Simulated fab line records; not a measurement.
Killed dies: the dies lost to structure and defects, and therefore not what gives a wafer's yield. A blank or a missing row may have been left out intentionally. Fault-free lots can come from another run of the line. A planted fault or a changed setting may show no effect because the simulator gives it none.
A struck lot beside a sound one || flow gf180mcu || 29 steps out of a route of 602
Sound: wafers L151.1, L151.2, L151.3. Struck: wafer L170.1 (L170.4, L170.6, from the same lot, were not struck and are left out); the cause is given at the end.
Per side, at each step with rows, come the tool, then ch with its chambers, and then its first start. Under that, the readings that differ: sound wafers || struck wafers || difference of the means || sigmas: that difference in standard deviations of wafers without a fault.
alike: readings whose means differ by less than 2 such deviations, and words and numbers that are the same on both sides. not compared: withheld readings, readings that some wafer has no value for, bounds like >300 that may hide the same value, and numbers for which the record gives no deviation and whose values overlap.
Wherever a step has rows on one side only, a row that says differs or no value, or a row with sigmas, the two part there. When numbers do not overlap yet have no deviation, they are printed without sigmas and do not part them. A reading missing from all wafers of one side parts the sides only when that side holds two or more wafers.

first, 3 steps without rows for these wafers: GF_V5_STRIP_19 (strips in post etch residue remover, time 1200 s); GF_V5_CLEAN_20 (cleans in DIW); GF_V5_SPUTTER_21 (material Ti, target thk 15 nm, time 80.02 s).
GF_V5_SPUTTER_22: material TiN, target thk 10 nm, time 40 s.
  sound on pvd sputter-04 at day 27 12:37; struck on pvd sputter-03 at day 32 23:59
  alike: throttle valve pct
then, 1 step without rows for these wafers: GF_V5_CVD_23 (deposits W, target thk 350 nm, time 104.9 s).
GF_V5_RS_MEAS_24: measures by four-point-probe.
  sound on film metro-01 at day 27 12:46; struck on film metro-03 at day 33 00:08
  alike: V5_W_RS
GF_V5_THK_MEAS_25: measures by xrf.
  sound on film metro-01 at day 27 12:53; struck on film metro-03 at day 33 00:15
  alike: V5_W_THK
GF_V5_CMP_26: polishes, stops on SiO2, t overpolish 15 s, target thk 0 nm.
  sound on cmp-02 ch 1,2,3, day 27 12:57; struck on cmp-01 ch 1, day 33 00:19
{"reading": "overpolish run s (s)", "sound": "14.999 14.994 14.999", "struck": 15.016, "difference": "+0.019", "sigmas": "+2"}
  alike: edge zone pressure frac, motor current A, time to endpoint s
then, 1 step without rows for these wafers: GF_TOP_METAL_SPUTTER_00 (material Ti, target thk 37.5 nm, time 150 s).
GF_TOP_METAL_SPUTTER_01: material TiN, target thk 30 nm, time 25 s.
  sound on pvd sputter-01 at day 27 13:21; struck on pvd sputter-01 at day 33 00:43
  alike: throttle valve pct
GF_TOP_METAL_SPUTTER_02: material AlCu, target thk 900 nm, time 47.82 s.
  sound on pvd sputter-01 at day 27 13:23; struck on pvd sputter-01 at day 33 00:44
  alike: throttle valve pct
then, 1 step without rows for these wafers: GF_TOP_METAL_SPUTTER_03 (material Ti, target thk 5 nm, time 3.3 s).
GF_TOP_METAL_SPUTTER_04: material TiN, target thk 25 nm, time 20.8 s.
  sound on pvd sputter-01 at day 27 13:26; struck on pvd sputter-01 at day 33 00:48
{"reading": "model.TiN_of_TOP_METAL_SPUTTER_04.thk nm (nm)", "sound": "24.8 24.84 25.12", "struck": 26.15, "difference": "+1.23", "sigmas": ""}
  alike: throttle valve pct
GF_TOP_METAL_RS_MEAS_05: measures by four-point-probe.
  sound on film metro-04 at day 27 13:28; struck on film metro-01 at day 33 00:50
  alike: TOP_METAL_ALCU_RS
GF_TOP_METAL_THK_MEAS_06: measures by xrf.
  sound on film metro-04 at day 27 13:35; struck on film metro-01 at day 33 00:57
{"reading": "TOP_METAL_ALCU_THK (nm)", "sound": "917 905 888", "struck": 874, "difference": -29, "sigmas": -2}
then, 7 steps without rows for these wafers: GF_TOP_METAL_DEHYDRATE_07 (time 60 s); GF_TOP_METAL_HMDS_08 (prime time 60 s); GF_TOP_METAL_COAT_09 (resist thk 1500 nm); GF_TOP_METAL_SOFTBAKE_10 (time 60 s); GF_TOP_METAL_EXPOSE_11 (exposes mask MetalTop, target cd 440 nm); GF_TOP_METAL_PEB_12; GF_TOP_METAL_DEVELOP_13 (develop time 60 s).
GF_TOP_METAL_CD_MEAS_14 targets a cd of 440 nm.
  sound on cd sem-01 at day 28 09:16; struck on cd sem-02 at day 33 17:02
  alike: cd nm
GF_TOP_METAL_OVL_MEAS_15:
  sound on overlay-02 at day 28 09:23; struck on overlay-02 at day 33 17:09
  alike: TOP_METAL_OVL
then, 1 step without rows for these wafers: GF_TOP_METAL_METAL_ETCH_16 (etches the open film in Cl2/BCl3, stops on SiO2, target depth 1197 nm, time 199.5 s).
GF_TOP_METAL_STRIP_17: strips in O2/N2.
  sound on plasma asher-01 ch 0,1, day 28 09:37; struck on plasma asher-04 ch 0, day 33 17:23
  alike: drypump motor current A, heater power w, oes product au, strip time to endpoint s
  not compared: rf hours counter h
GF_TOP_METAL_STRIP_18: strips in post etch residue remover, time 1200 s.
  sound on wet bench-03 ch 3, day 28 09:43; struck on wet bench-03 ch 3, day 33 17:29
{"reading": "model.TiN_of_TOP_METAL_SPUTTER_04.thk nm (nm)", "sound": "24.39 24.43 24.7", "struck": 25.74, "difference": "+1.23", "sigmas": ""}
then, 1 step without rows for these wafers: GF_TOP_METAL_CLEAN_19 (cleans in DIW).
GF_PASSIVATION_PROBE_99:
  only the struck wafers here have rows in the record (prober-01, day 34 10:58); the sound ones have none

## WHERE THEY PART
First at GF_V5_CMP_26; last, within this record, at GF_PASSIVATION_PROBE_99.

WHY: what the simulator had put in
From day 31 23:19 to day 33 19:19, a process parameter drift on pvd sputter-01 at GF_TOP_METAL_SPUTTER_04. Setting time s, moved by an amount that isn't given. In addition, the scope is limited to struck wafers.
